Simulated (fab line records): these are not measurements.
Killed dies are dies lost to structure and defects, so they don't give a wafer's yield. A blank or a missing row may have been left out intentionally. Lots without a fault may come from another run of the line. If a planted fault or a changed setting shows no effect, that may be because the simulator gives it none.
fab line records	flow sky130
[record] lots = 7	wafers = 21	last_day = 50
route steps=708 shown DNWELL@35 PWDE@45 NWELL@56
lots that met no fault: taken from a fault-free run of the same line
start_h: hours from the record's first day to the start of the lot's first wafer shown	wait_h: hours since the lot's step before	" repeats the value in the row above	L1.1+2: several wafers, shown together as one row	- no value, or no start given	* or withheld: withheld	< > ~ a bound
route shown NAME@n: a module of which the file shows steps, and the number in the route of the first	usual: mean and standard deviation over wafers with no fault	same: alike in all rows	chamber/n: place in a boat	sites: each site's reading	_std_site: the values' standard deviation	_edge_site: the outer-site mean with the inner-site mean subtracted	radius_mm: for every site, how far away it sits from the centre of the wafer	mask NAME#n: copy n	behind: tool/chamber where the wafer was last shaped	hold: cause of the lot's hold/its duration in hours/its outcome	device: transistor that didn't switch, given as n, p or np	end of line: the same wafers' tests at the end of the route	a step given without rows: its recipe and nothing more	killed: not the wafer's yield, but the dies lost to structure and defects at the first sort	map: shows each die of a wafer: x if killed, . if not, _ if none is there
set.NAME: the setting the step ran with; set.NAME@STEP: the setting that earlier step ran with	model.NAME: the simulator's own value behind a step, which no gauge read
a table for each step, a row for each wafer; lots at some steps of the route
services: when a tool's chamber went out of use (start_h, in hours from the record's first day, below 0 if earlier), for how many hours, and the reason
[[steps]]
[step SKY_DNWELL_DEHYDRATE_00]
[recipe] temp_c = 200	time_s = 60
[step SKY_DNWELL_HMDS_01]
[recipe] prime_time_s = 60	prime_temp_c = 120
[step SKY_DNWELL_COAT_02]
[recipe] spin_rpm = 2000	resist_thk_nm = 3000
[step SKY_DNWELL_SOFTBAKE_03]
[recipe] temp_c = 110	time_s = withheld
[step SKY_DNWELL_EXPOSE_04]
[recipe] mask_id = DNM	na = 0.57	target_cd_nm = 3000	dose_mj = 222
[step SKY_DNWELL_PEB_05]
[recipe] temp_c = 115	time_s = withheld
[step SKY_DNWELL_DEVELOP_06]
[recipe] wall_angle_deg = 90	developer = TMAH	develop_time_s = 60	dev_temp_c = 23
[step SKY_DNWELL_IMPLANT_07]
[recipe] species = P	energy_kev = withheld	dose_cm2 = withheld	tilt_deg = withheld
[step SKY_DNWELL_STRIP_08]
[recipe] chemistry = O2/N2	power_w = 1400	pressure_mtorr = 1500	platen_temp_c = withheld	o2_flow_sccm = 3000	n2_flow_sccm = 300	overash_fraction = 0.5
[usual] drypump_motor_current_A = 5.8/0.43	oes_product_au = 0.724/0.0046	strip_time_to_endpoint_s = 36.96/0.11
lot.wafer	tool	chamber	start_h	wait_h	drypump_motor_current_A	oes_product_au	rf_hours_counter_h	strip_time_to_endpoint_s
L515.1	plasma_asher-02	1	73.38	0.1	5.1	0.719	29	36.91
L515.4	"	1	"	"	5.1	0.733	-	36.81
L515.6	"	1	"	"	5.1	0.716	-	36.92
L517.3	plasma_asher-01	0	86.17	0.1	5.6	0.719	-	36.89
L517.5	"	0	"	"	5.7	0.725	-	36.83
L517.6	"	1	"	"	5.6	0.713	-	36.83
L523.2	plasma_asher-02	0	115.70	0.1	6.7	0.720	33	36.81
L523.3	"	1	"	"	5.1	0.724	-	37.00
L523.6	"	1	"	"	5.1	0.719	-	36.98
L524.1	plasma_asher-03	1	120.28	0.1	5.8	0.726	0	36.90
L524.4	"	0	"	"	6.1	0.725	-	36.92
L524.6	"	0	"	"	6.2	0.714	-	36.99
L527.1	plasma_asher-03	0	139.47	0.1	6.2	0.725	2	37.01
L527.3	"	1	"	"	5.8	0.723	-	37.04
L527.5	"	1	"	"	5.8	0.715	-	36.92
L532.1	plasma_asher-01	0	168.87	0.1	5.7	0.726	45	36.75
L532.5	"	1	"	"	5.7	0.723	-	36.64
L532.6	"	0	"	"	5.6	0.724	-	36.72
L533.3	plasma_asher-02	0	176.51	0.1	6.6	0.721	-	37.11
L533.5	"	1	"	"	5.0	0.716	-	37.02
L533.6	"	0	"	"	6.6	0.727	-	36.92
[step SKY_DNWELL_TW_MEAS_09]
[usual] DNWELL_TW = 1105/11
lot.wafer	tool	chamber	start_h	wait_h	DNWELL_TW
L515.1	film_metro-01	-	73.48	0.1	1109
L515.4	"	-	"	"	1106
L515.6	"	-	"	"	1111
L517.3	film_metro-01	-	86.26	0.1	1116
L517.5	"	-	"	"	1109
L517.6	"	-	"	"	1106
L523.2	film_metro-01	-	115.81	0.1	1119
L523.3	"	-	"	"	1111
L523.6	"	-	"	"	1116
L524.1	film_metro-03	-	120.38	0.1	1106
L524.4	"	-	"	"	1105
L524.6	"	-	"	"	1106
L527.1	film_metro-01	-	139.57	0.1	1114
L527.3	"	-	"	"	1114
L527.5	"	-	"	"	1118
L532.1	film_metro-03	-	168.97	0.1	1117
L532.5	"	-	"	"	1119
L532.6	"	-	"	"	1114
L533.3	film_metro-02	-	176.60	0.1	1081
L533.5	"	-	"	"	1088
L533.6	"	-	"	"	1085
[step SKY_PWDE_DEHYDRATE_00]
[recipe] temp_c = 200	time_s = 60
[step SKY_PWDE_HMDS_01]
[recipe] prime_time_s = 60	prime_temp_c = 120
[step SKY_PWDE_COAT_02]
[recipe] spin_rpm = 2000	resist_thk_nm = 3000
[usual] dispense_pressure_kPa = 50/5.2	exhaust_pa = 45.0/0.91
lot.wafer	tool	chamber	start_h	wait_h	dispense_pressure_kPa	exhaust_pa	model.coat_of_PWDE_COAT_02.thk_nm
L515.1	litho_track-02	0	82.19	0.1	44	45.0	3007
L515.4	"	0	"	"	44	45.4	3005
L515.6	"	0	"	"	44	46.9	3008
L517.3	litho_track-02	0	93.79	0.1	44	44.9	3026
L517.5	"	0	"	"	44	45.0	3020
L517.6	"	0	"	"	44	46.5	3024
L523.2	litho_track-02	0	124.72	0.1	44	44.2	3007
L523.3	"	0	"	"	44	43.8	3007
L523.6	"	0	"	"	44	45.0	300.5
L524.1	litho_track-02	0	128.94	0.1	44	45.2	302
L524.4	"	0	"	"	44	45.0	3015
L524.6	"	0	"	"	44	45.6	301.5
L527.1	litho_track-02	0	148.69	0.1	44	45.8	301.4
L527.3	"	0	"	"	44	46.4	3009
L527.5	"	0	"	"	44	43.8	301.5
L532.1	litho_track-04	0	179.08	0.1	51	44.7	2989
L532.5	"	0	"	"	51	44.2	2991
L532.6	"	0	"	"	51	44.5	3002
L533.3	litho_track-03	0	186.77	0.1	59	43.3	3003
L533.5	"	0	"	"	59	45.2	2999
L533.6	"	0	"	"	59	46.0	3002
[step SKY_PWDE_SOFTBAKE_03]
[recipe] temp_c = 110	time_s = withheld
[step SKY_PWDE_EXPOSE_04]
[recipe] mask_id = PWDEM	na = 0.6	source_shape = conventional	sigma_outer = 0.6	polarization = unpolarized	target_cd_nm = 840	dose_mj = 214
[step SKY_PWDE_PEB_05]
[recipe] temp_c = 115	time_s = withheld
[step SKY_PWDE_DEVELOP_06]
[recipe] wall_angle_deg = 90	developer = TMAH	develop_time_s = 60	dev_temp_c = 23
[usual] developer_temp_C = 23.03/0.11	exhaust_pa = 45.0/0.96
lot.wafer	tool	chamber	start_h	wait_h	developer_temp_C	exhaust_pa	model.coat_of_PWDE_COAT_02.thk_nm
L515.1	litho_track-03	0	-	-	23.02	44.6	3002
L515.4	"	0	"	"	22.93	44.5	3000
L515.6	"	0	"	"	22.91	44.2	3004
L517.3	litho_track-03	0	-	-	23.01	46.6	3022
L517.5	"	0	"	"	22.99	46.1	3016
L517.6	"	0	"	"	23.04	46.4	3020
L523.2	litho_track-03	0	-	-	23.08	46.0	3003
L523.3	"	0	"	"	23.17	46.5	3002
L523.6	"	0	"	"	23.14	46.1	296.2
L524.1	litho_track-03	0	-	-	22.75	45.2	297.7
L524.4	"	0	"	"	22.88	45.8	3010
L524.6	"	0	"	"	23.04	45.0	297.2
L527.1	litho_track-04	0	-	-	23.10	45.5	297.1
L527.3	"	0	"	"	23.05	44.2	3004
L527.5	"	0	"	"	23.05	45.8	297.2
L532.1	litho_track-02	0	-	-	23.02	43.5	2985
L532.5	"	0	"	"	23.11	43.5	2987
L532.6	"	0	"	"	22.95	43.5	2998
L533.3	litho_track-02	0	-	-	23.26	44.8	2999
L533.5	"	0	"	"	23.10	45.2	2995
L533.6	"	0	"	"	23.06	45.5	2998
[step SKY_PWDE_OVL_MEAS_07]
[usual] PWDE_OVL = 0.0/1.4
lot.wafer	tool	chamber	start_h	wait_h	PWDE_OVL[nm]
L515.1	overlay-02	-	90.32	-	0.3
L515.4	"	-	"	"	-0.5
L515.6	"	-	"	"	1.0
L517.3	overlay-02	-	103.94	-	-1.7
L517.5	"	-	"	"	-2.1
L517.6	"	-	"	"	0.8
L523.2	overlay-02	-	134.28	-	-2.6
L523.3	"	-	"	"	0.3
L523.6	"	-	"	"	-1.9
L524.1	overlay-01	-	139.47	-	-0.2
L524.4	"	-	"	"	-0.5
L524.6	"	-	"	"	-1.0
L527.1	overlay-02	-	159.23	-	0.0
L527.3	"	-	"	"	2.0
L527.5	"	-	"	"	0.3
L532.1	overlay-01	-	189.94	-	-2.1
L532.5	"	-	"	"	-1.2
L532.6	"	-	"	"	-0.4
L533.3	overlay-01	-	197.65	-	0.3
L533.5	"	-	"	"	-0.5
L533.6	"	-	"	"	1.1
[step SKY_PWDE_IMPLANT_08]
[recipe] species = B	energy_kev = 150	dose_cm2 = 3.6e+12	tilt_deg = withheld
[step SKY_PWDE_STRIP_09]
[recipe] chemistry = O2/N2	power_w = 1400	pressure_mtorr = 1500	platen_temp_c = withheld	o2_flow_sccm = 3000	n2_flow_sccm = 300	overash_fraction = 0.5
[usual] drypump_motor_current_A = 5.7/0.34	oes_product_au = 0.723/0.0044	strip_time_to_endpoint_s = 37.00/0.11
lot.wafer	tool	chamber	start_h	wait_h	drypump_motor_current_A	oes_product_au	rf_hours_counter_h	strip_time_to_endpoint_s
L515.1	plasma_asher-01	1	90.51	0.1	5.6	0.718	37	36.99
L515.4	"	0	"	"	5.7	0.721	-	36.95
L515.6	"	1	"	"	5.6	0.725	-	37.01
L517.3	plasma_asher-04	0	104.14	0.1	5.6	0.726	-	37.22
L517.5	"	0	"	"	5.6	0.721	-	37.16
L517.6	"	1	"	"	5.9	0.728	-	37.18
L523.2	plasma_asher-04	1	134.46	0.1	5.9	0.722	45	37.01
L523.3	"	0	"	"	5.6	0.722	-	37.00
L523.6	"	1	"	"	5.9	0.420	-	4.38
L524.1	plasma_asher-04	0	139.66	0.1	5.5	0.416	45	4.38
L524.4	"	1	"	"	5.9	0.726	-	37.10
L524.6	"	0	"	"	5.6	0.415	-	4.37
L527.1	plasma_asher-02	0	159.42	0.1	6.6	0.423	37	4.38
L527.3	"	0	"	"	6.6	0.714	-	37.01
L527.5	"	1	"	"	5.1	0.420	-	4.37
L532.1	plasma_asher-04	1	190.13	0.1	5.9	0.717	50	36.78
L532.5	"	1	"	"	5.9	0.720	-	36.79
L532.6	"	0	"	"	5.6	0.725	-	36.95
L533.3	plasma_asher-01	0	197.89	0.1	5.6	0.723	-	36.96
L533.5	"	0	"	"	5.7	0.723	-	36.89
L533.6	"	1	"	"	5.7	0.725	-	36.95
[step SKY_PWDE_TW_MEAS_10]
[usual] PWDE_TW = 371/3.2
lot.wafer	tool	chamber	start_h	wait_h	PWDE_TW
L515.1	film_metro-02	-	90.61	0.1	368
L515.4	"	-	"	"	366
L515.6	"	-	"	"	367
L517.3	film_metro-03	-	104.23	0.1	372
L517.5	"	-	"	"	370
L517.6	"	-	"	"	373
L523.2	film_metro-01	-	134.57	0.1	373
L523.3	"	-	"	"	373
L523.6	"	-	"	"	372
L524.1	film_metro-03	-	139.76	0.1	373
L524.4	"	-	"	"	373
L524.6	"	-	"	"	372
L527.1	film_metro-03	-	159.52	0.1	371
L527.3	"	-	"	"	370
L527.5	"	-	"	"	370
L532.1	film_metro-03	-	190.23	0.1	375
L532.5	"	-	"	"	376
L532.6	"	-	"	"	375
L533.3	film_metro-01	-	197.98	0.1	371
L533.5	"	-	"	"	372
L533.6	"	-	"	"	373
[step SKY_NWELL_DEHYDRATE_03]
[recipe] temp_c = 200	time_s = 60
[step SKY_NWELL_HMDS_04]
[recipe] prime_time_s = 60	prime_temp_c = 120
[step SKY_NWELL_COAT_05]
[recipe] spin_rpm = 2000	resist_thk_nm = 3000
[step SKY_NWELL_SOFTBAKE_06]
[recipe] temp_c = 110	time_s = withheld
[step SKY_NWELL_EXPOSE_07]
[recipe] mask_id = NWM	na = 0.6	source_shape = conventional	sigma_outer = 0.6	polarization = unpolarized	target_cd_nm = 840	dose_mj = 255
[step SKY_NWELL_PEB_08]
[recipe] temp_c = 115	time_s = withheld
[step SKY_NWELL_DEVELOP_09]
[recipe] wall_angle_deg = 90	developer = TMAH	develop_time_s = 60	dev_temp_c = 23
[step SKY_NWELL_OVL_MEAS_10]
[usual] NWELL_00_OVL = 0.1/1.5
lot.wafer	tool	chamber	start_h	wait_h	NWELL_00_OVL[nm]
L515.1	overlay-01	-	109.17	-	-1.6
L515.4	"	-	"	"	-0.6
L515.6	"	-	"	"	-1.6
L517.3	overlay-01	-	122.44	-	-0.7
L517.5	"	-	"	"	-0.4
L517.6	"	-	"	"	0.6
L523.2	overlay-02	-	153.95	-	0.9
L523.3	"	-	"	"	2.8
L523.6	"	-	"	"	2.3
L524.1	overlay-01	-	159.62	-	1.4
L524.4	"	-	"	"	0.7
L524.6	"	-	"	"	0.0
L527.1	overlay-01	-	179.32	-	-1.1
L527.3	"	-	"	"	-1.3
L527.5	"	-	"	"	0.7
L532.1	overlay-01	-	212.22	-	1.0
L532.5	"	-	"	"	0.7
L532.6	"	-	"	"	1.2
L533.3	overlay-01	-	219.34	-	1.2
L533.5	"	-	"	"	1.3
L533.6	"	-	"	"	0.5
[step SKY_NWELL_IMPLANT_11]
[recipe] species = P	energy_kev = 400	dose_cm2 = 1.9e+13	tilt_deg = withheld
[step SKY_NWELL_IMPLANT_12]
[recipe] species = P	energy_kev = 120	dose_cm2 = 1.3e+12	tilt_deg = withheld
[step SKY_NWELL_IMPLANT_13]
[recipe] species = P	energy_kev = 50	dose_cm2 = 7e+11	tilt_deg = withheld
[step SKY_NWELL_STRIP_14]
[recipe] chemistry = O2/N2	power_w = 1400	pressure_mtorr = 1500	platen_temp_c = withheld	o2_flow_sccm = 3000	n2_flow_sccm = 300	overash_fraction = 0.5
[usual] drypump_motor_current_A = 5.73/0.17	oes_product_au = 0.722/0.0045	strip_time_to_endpoint_s = 36.95/0.097
lot.wafer	tool	chamber	start_h	wait_h	drypump_motor_current_A	oes_product_au	rf_hours_counter_h	strip_time_to_endpoint_s
L515.1	plasma_asher-01	1	109.65	0.1	5.66	0.720	39	36.97
L515.4	"	1	"	"	5.65	0.724	-	36.85
L515.6	"	0	"	"	5.64	0.716	-	36.96
L517.3	plasma_asher-04	1	122.94	0.1	5.90	0.723	-	36.92
L517.5	"	1	"	"	5.88	0.724	-	36.91
L517.6	"	0	"	"	5.56	0.724	-	36.88
L523.2	plasma_asher-01	0	154.43	0.1	5.66	0.724	44	36.86
L523.3	"	0	"	"	5.65	0.720	-	36.73
L523.6	"	0	"	"	5.64	0.723	-	36.91
L524.1	plasma_asher-01	1	160.11	0.1	5.65	0.723	44	36.83
L524.4	"	0	"	"	5.64	0.720	-	36.90
L524.6	"	1	"	"	5.62	0.716	-	36.76
L527.1	plasma_asher-04	1	179.81	0.1	5.91	0.712	49	36.92
L527.3	"	1	"	"	5.94	0.712	-	37.10
L527.5	"	1	"	"	5.94	0.720	-	37.04
L532.1	plasma_asher-03	0	212.71	0.1	6.16	0.718	9	37.28
L532.5	"	1	"	"	5.77	0.720	-	36.95
L532.6	"	0	"	"	6.18	0.722	-	37.05
L533.3	plasma_asher-03	0	219.84	0.1	6.18	0.721	-	36.96
L533.5	"	0	"	"	6.15	0.721	-	36.89
L533.6	"	1	"	"	5.76	0.725	-	36.93
[step SKY_NWELL_TW_MEAS_15]
[usual] NWELL_TW = 1805/18
lot.wafer	tool	chamber	start_h	wait_h	NWELL_TW
L515.1	film_metro-02	-	109.75	0.1	1781
L515.4	"	-	"	"	1774
L515.6	"	-	"	"	1778
L517.3	film_metro-03	-	123.03	0.1	1802
L517.5	"	-	"	"	1811
L517.6	"	-	"	"	1808
L523.2	film_metro-03	-	154.54	0.1	1802
L523.3	"	-	"	"	1811
L523.6	"	-	"	"	1809
L524.1	film_metro-01	-	160.21	0.1	1826
L524.4	"	-	"	"	1812
L524.6	"	-	"	"	1817
L527.1	film_metro-02	-	179.91	0.1	1781
L527.3	"	-	"	"	1780
L527.5	"	-	"	"	1772
L532.1	film_metro-03	-	212.81	0.1	1808
L532.5	"	-	"	"	1810
L532.6	"	-	"	"	1810
L533.3	film_metro-03	-	219.93	0.1	1825
L533.5	"	-	"	"	1818
L533.6	"	-	"	"	1819
[step SKY_NWELL_DEHYDRATE_16]
[recipe] temp_c = 200	time_s = 60
[step SKY_NWELL_HMDS_17]
[recipe] prime_time_s = 60	prime_temp_c = 120
[step SKY_NWELL_COAT_18]
[recipe] spin_rpm = 2000	resist_thk_nm = 3000
[step SKY_NWELL_SOFTBAKE_19]
[recipe] temp_c = 110	time_s = withheld
[step SKY_NWELL_EXPOSE_20]
[recipe] mask_id = NWM_COMPLEMENT	na = 0.6	source_shape = conventional	sigma_outer = 0.6	polarization = unpolarized	target_cd_nm = 840	dose_mj = 260
[step SKY_NWELL_PEB_21]
[recipe] temp_c = 115	time_s = withheld
[step SKY_NWELL_DEVELOP_22]
[recipe] wall_angle_deg = 90	developer = TMAH	develop_time_s = 60	dev_temp_c = 23
[step SKY_NWELL_OVL_MEAS_23]
[usual] NWELL_01_OVL = 0.2/1.1
lot.wafer	tool	chamber	start_h	wait_h	NWELL_01_OVL[nm]
L515.1	overlay-02	-	127.99	-	-0.5
L515.4	"	-	"	"	-0.1
L515.6	"	-	"	"	-0.4
L517.3	overlay-01	-	141.44	-	1.1
L517.5	"	-	"	"	1.7
L517.6	"	-	"	"	-1.3
L523.2	overlay-02	-	174.07	-	2.5
L523.3	"	-	"	"	0.0
L523.6	"	-	"	"	0.4
L524.1	overlay-01	-	181.27	-	-1.2
L524.4	"	-	"	"	0.5
L524.6	"	-	"	"	0.1
L527.1	overlay-02	-	201.81	-	0.8
L527.3	"	-	"	"	1.9
L527.5	"	-	"	"	0.6
L532.1	overlay-02	-	235.02	-	2.1
L532.5	"	-	"	"	-0.6
L532.6	"	-	"	"	-1.0
L533.3	overlay-02	-	242.28	-	0.9
L533.5	"	-	"	"	1.3
L533.6	"	-	"	"	1.7
[step SKY_NWELL_TW_MEAS_26]
[usual] NWELL_2_TW = 492/4.7
lot.wafer	tool	chamber	start_h	wait_h	NWELL_2_TW
L515.1	film_metro-03	-	128.28	0.1	495
L515.4	"	-	"	"	497
L515.6	"	-	"	"	493
L517.3	film_metro-01	-	141.73	0.1	495
L517.5	"	-	"	"	497
L517.6	"	-	"	"	497
L523.2	film_metro-02	-	174.36	0.1	483
L523.3	"	-	"	"	482
L523.6	"	-	"	"	534
L524.1	film_metro-01	-	181.55	0.1	547
L524.4	"	-	"	"	495
L524.6	"	-	"	"	547
L527.1	film_metro-02	-	202.10	0.1	539
L527.3	"	-	"	"	486
L527.5	"	-	"	"	539
L532.1	film_metro-02	-	235.31	0.1	488
L532.5	"	-	"	"	487
L532.6	"	-	"	"	486
L533.3	film_metro-02	-	242.57	0.1	485
L533.5	"	-	"	"	489
L533.6	"	-	"	"	486
[[services]]
tool	chamber	start_h	hours	kind
plasma_asher-04	-	61.94	4.0	pm
plasma_asher-03	-	108.75	9.0	pm
plasma_asher-03	0	108.75	9.0	vent_cycle
plasma_asher-03	1	108.75	9.0	vent_cycle
plasma_asher-03	0	117.75	-	clean
plasma_asher-03	1	117.75	-	clean
plasma_asher-03	-	181.77	3.6	repair
plasma_asher-01	-	205.88	26.2	repair
[[key]]
[first_sign] step = SKY_PWDE_STRIP_09	reading = strip_time_to_endpoint_s	direction = down	sigmas = 99+	usual = *	struck = *
[effect] step = SKY_PWDE_STRIP_09	reading = oes_product_au	direction = down	sigmas = 70	usual = 0.723	struck = 0.419
[effect] step = SKY_NWELL_TW_MEAS_26	reading = NWELL_2_TW	direction = up	sigmas = 10	usual = 492	struck = 541
[model_effect] step = SKY_PWDE_COAT_02	value = coat_of_PWDE_COAT_02.thk_nm	without = 3014	struck = 301.4
[model_effect] step = SKY_PWDE_DEVELOP_06	value = coat_of_PWDE_COAT_02.thk_nm	without = 3009	struck = 297.1
met_at SKY_PWDE_COAT_02
struck_wafers L523.6,L524.1,L524.6,L527.1,L527.5
sort_left_out L523.6,L524.1,L524.6,L527.1,L527.5
tester_left_out L523,L524,L527
onset_between 93.79 124.72
[fault] kind = process_parameter_drift	tool = litho_track-02	chamber = -	onset_h = 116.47	steps = SKY_PWDE_COAT_02	channel = resist_thk_nm	offset = -2700	shape = step	end_h = 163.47	scope = struck_wafers_only	acts_in = these_recipes_only	stated = 3000
// tester_left_out: of these lots the tester's yield and bins aren't shown, on N5 and GAA mostly nor the transistor test; their killed dies are dies lost to structure and defects alone, not to doping, threshold or leakage, so they don't give the yield
// sort_left_out: the simulated sort isn't trusted on such a fault, so these wafers' sort isn't shown, and their yield isn't known
